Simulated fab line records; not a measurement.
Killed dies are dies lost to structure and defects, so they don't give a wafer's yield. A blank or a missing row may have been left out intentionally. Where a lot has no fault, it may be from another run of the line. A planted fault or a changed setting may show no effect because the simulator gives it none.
Code-filled problem report in 8D (eight disciplines) form -- flow sky130 -- the parts of the form that need people (team, actions taken, sign-off) are left out

## 1. WHAT WENT WRONG
overpolish-run-s at SKY_VIA3_CMP_24 reads a mean of 21.915 s on 6 wafers of 2 lots; wafers without a fault read 20.000 s with a standard deviation of 0.0087. So: +99 or more standard deviations from the usual mean.
The step: polishes, stops on SiO2, t overpolish 20 s, target thk 0 nm.
Seen first at day 45 02:08 on cmp-01, wafer L249.4. Wafers with a number at this step in the record: 36, from 12 lots. The rule behind "out" and "out of limits": a value lying over 4 standard deviations away from the usual mean. The rest of the wafers with a number are treated as sound.

## 2. WHAT IT IS; WHAT IT IS NOT
question,is,is not
which readings at this step,overpolish-run-s,"motor-current-A, time-to-endpoint-s"
which lots,"L249, L251","L231, L232, L233, L234, L236, L238, L240, L244, L252, L254"
which wafers of those lots,all that have a number,-
read on which tools,cmp-01,cmp-02
when,from day 45 02:08,"up to then (24 sound wafers); but 6 sound wafers of L252, L254 came after"

## 3. THE SUSPECTS, EACH WITH WHAT RULES IT OUT
Counting: a tool stays on the suspect list if, at a process step up to the reading, it processed all lots that are out and no sound lot following the first of them.
- cmp-01 at SKY_VIA3_CMP_24 (polishes, stops on SiO2, t overpolish 20 s, target thk 0 nm): kept. It processed each lot that is out, first L249 at day 45 02:08, and no sound lot thereafter; up to then, the last sound lot it processed was L240 at day 42 12:23. On those wafers its own readings are out: overpolish-run-s.
Remaining after the count: cmp-01 at SKY_VIA3_CMP_24.

## 4. THE CAUSE (what the simulator had put in)
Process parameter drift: cmp-01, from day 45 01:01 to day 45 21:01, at SKY_VIA3_CMP_24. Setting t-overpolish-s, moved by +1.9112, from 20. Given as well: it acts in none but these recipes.
This tool alone remained once counting was done.

## 5. SEQUENCE OF EFFECTS, ordered by route
Each row: a reading where the mean over the struck wafers with a number is more than 3 standard deviations away from the usual. Only readings for which the record gives a usual standard deviation are gone through. hours: the time from each lot's start at the first step in this table that gives one to its start at this step, as a median over the lots. sigmas: the change in usual standard deviations.
hours,step,reading,usual,on struck wafers,change,sigmas
0,SKY_VIA3_CMP_24,overpolish-run-s,20.000 s,21.915,+1.915,+99 or more
Process steps it contains:
- SKY_VIA3_CMP_24: polishes, stops on SiO2, t overpolish 20 s, target thk 0 nm.

## 6. HOW IT WOULD HAVE BEEN CAUGHT EARLIER
In this record the first reading out of limits was taken at day 45 02:08, 1 hour after the fault began at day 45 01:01.
